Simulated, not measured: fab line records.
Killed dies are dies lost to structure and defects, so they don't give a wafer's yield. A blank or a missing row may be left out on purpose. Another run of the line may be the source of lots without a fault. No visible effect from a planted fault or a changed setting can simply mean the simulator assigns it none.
A lot that was struck, set against a sound lot | flow sky130 | 16 out of 708 route steps
Sound: wafers L419.3, L419.4, L419.5. Struck: wafer L433.1 (left out: L433.4, L433.6 of the same lot, which were not struck); the cause appears at the end.
Per side, at each step with rows, come the tool, then ch with its chambers, and then its first start. Under that, the readings that differ: sound wafers | struck wafers | difference of the means | sigmas: that difference in standard deviations of wafers without a fault.
alike: readings whose means differ by less than 2 such deviations, and words and numbers that are the same on both sides. not compared: withheld readings, readings that some wafer has no value for, bounds like >300 that may hide the same value, and numbers for which the record gives no deviation and whose values overlap.
The two part at a step that has a row with sigmas, a row that says differs or no value, or rows on one side only. Numbers that have no deviation but don't overlap get no sigmas and don't part them. Lack of a reading on every wafer of one side parts them only where that side has two or more wafers.

SKY_LI_CONTACT_BOW_MEAS_03:
  sound on filmMetro-02, day 28 18:59; struck on filmMetro-04, day 33 09:20
  alike: LI_CONTACT_BOW
then, 8 steps without rows for these wafers: SKY_LI_CONTACT_DEHYDRATE_04 (time 60 s); SKY_LI_CONTACT_HMDS_05 (prime time 60 s); SKY_LI_CONTACT_COAT_06 (resist thk 60 nm); SKY_LI_CONTACT_COAT_07 (resist thk 450 nm); SKY_LI_CONTACT_SOFTBAKE_08 (time 90 s); SKY_LI_CONTACT_EXPOSE_09 (exposes mask LICM1, target cd 170 nm); SKY_LI_CONTACT_PEB_10; SKY_LI_CONTACT_DEVELOP_11 (develop time 60 s).
SKY_LI_CONTACT_CD_MEAS_12: the cd target is 170 nm.
  sound on cdSem-01, day 29 22:28; struck on cdSem-01, day 34 12:13
  alike: cdNm
SKY_LI_CONTACT_OVL_MEAS_13:
  sound on overlay-02, day 29 22:34; struck on overlay-01, day 34 12:20
  alike: LI_CONTACT_OVL
SKY_LI_CONTACT_ETCH_14: etches BARC in N2/H2, stops on SiO2, time 45.9 s, target depth 60 nm.
  sound on rieDiel-01 ch 0,1,2, day 29 22:35; struck on rieDiel-02 ch 0, day 34 12:23
reading                  | sound       | struck | difference | sigmas
drypumpMotorCurrentA (A) | 5.5 5.6 5.6 | 6.7    | +1.1       | +3
  alike: oesProductAu, throttleValvePct
  not compared: rfHoursCounterH
SKY_LI_CONTACT_ETCH_15: etches PSG in C4F8/O2/Ar, stops on Si, target depth 600 nm.
  sound on rieDiel-01 ch 0,1,2, day 29 22:38; struck on rieDiel-02 ch 0, day 34 12:25
reading                                          | sound             | struck | difference | sigmas
model.KrF-thick_of_LI_CONTACT_COAT_07.thkNm (nm) | 242.3 229.2 232.7 | 272.9  | +38.2      | 
  alike: oesProductAu
SKY_LI_CONTACT_STRIP_16: strips in O2/N2.
  sound on plasmaAsher-02 ch 0,1, day 29 22:45; struck on plasmaAsher-02 ch 1, day 34 12:31
reading                  | sound             | struck | difference                   | sigmas
oesProductAu (a.u.)      | 0.374 0.377 0.384 | 0.392  | +0.014                       | +3
rfHoursCounterH (h)      | - - -             | 6      | no value on the sound wafers | 
stripTimeToEndpointS (s) | 3.60 3.47 3.51    | 3.93   | +0.40                        | +9
  alike: drypumpMotorCurrentA
then, 1 step without rows for these wafers: SKY_LI_CONTACT_CLEAN_17 (cleans in NMP, time 600 s).
-- here the record skips 15 days between the struck wafers' starts before and after, leaving off in module LI_CONTACT and picking up in module PAD_OPEN (first step shown: number 708 of the route) --
SKY_PAD_OPEN_PROBE_99:
  sound on prober-02, day 46 13:59; struck on prober-02, day 49 16:40
reading                             | sound             | struck | difference | sigmas
killedAtContacts                    | 25 31 32          | 45     | +16        | +3
killedAtFrontEnd                    | 6 8 21            | 22     | +10        | +3
killedShort                         | 52 43 46          | 33     | -14        | -2
model.etest.pfet_01v8.rOnOhmUm      | 2879 2913 2860    | 3050   | +166       | 
model.etest.liconPdiff.rcOhm        | 613.2 586.9 581.6 | 701.2  | +107.3     | 
model.etest.nfetG5v0d10v5.rOnOhmUm  | 1897 1902 1902    | 1945   | +45        | 
model.etest.nfet_01v8.rOnOhmUm      | 829.9 816.8 818.1 | 904.9  | +83.3      | 
model.etest.liconNdiff.rcOhm        | 185.5 174.8 182.4 | 234.1  | +53.2      | 
model.etest.liconHighPo.rcOhm       | 370 357.9 371.2   | 418.1  | +51.7      | 
model.etest.sonosUncharged.rOnOhmUm | 800 809.6 803.2   | 859.6  | +55.3      | 
  alike: killed_at_M0_to_M3, killed_at_M4_up, killedAtOther, killedDies, killedOpen
  not compared: model.etest.pfetG5v0d10v5.rOnOhmUm

WHERE THEY PART
Earliest at SKY_LI_CONTACT_ETCH_14; latest, in this record, at SKY_PAD_OPEN_PROBE_99.

WHY: what had been put in by the simulator
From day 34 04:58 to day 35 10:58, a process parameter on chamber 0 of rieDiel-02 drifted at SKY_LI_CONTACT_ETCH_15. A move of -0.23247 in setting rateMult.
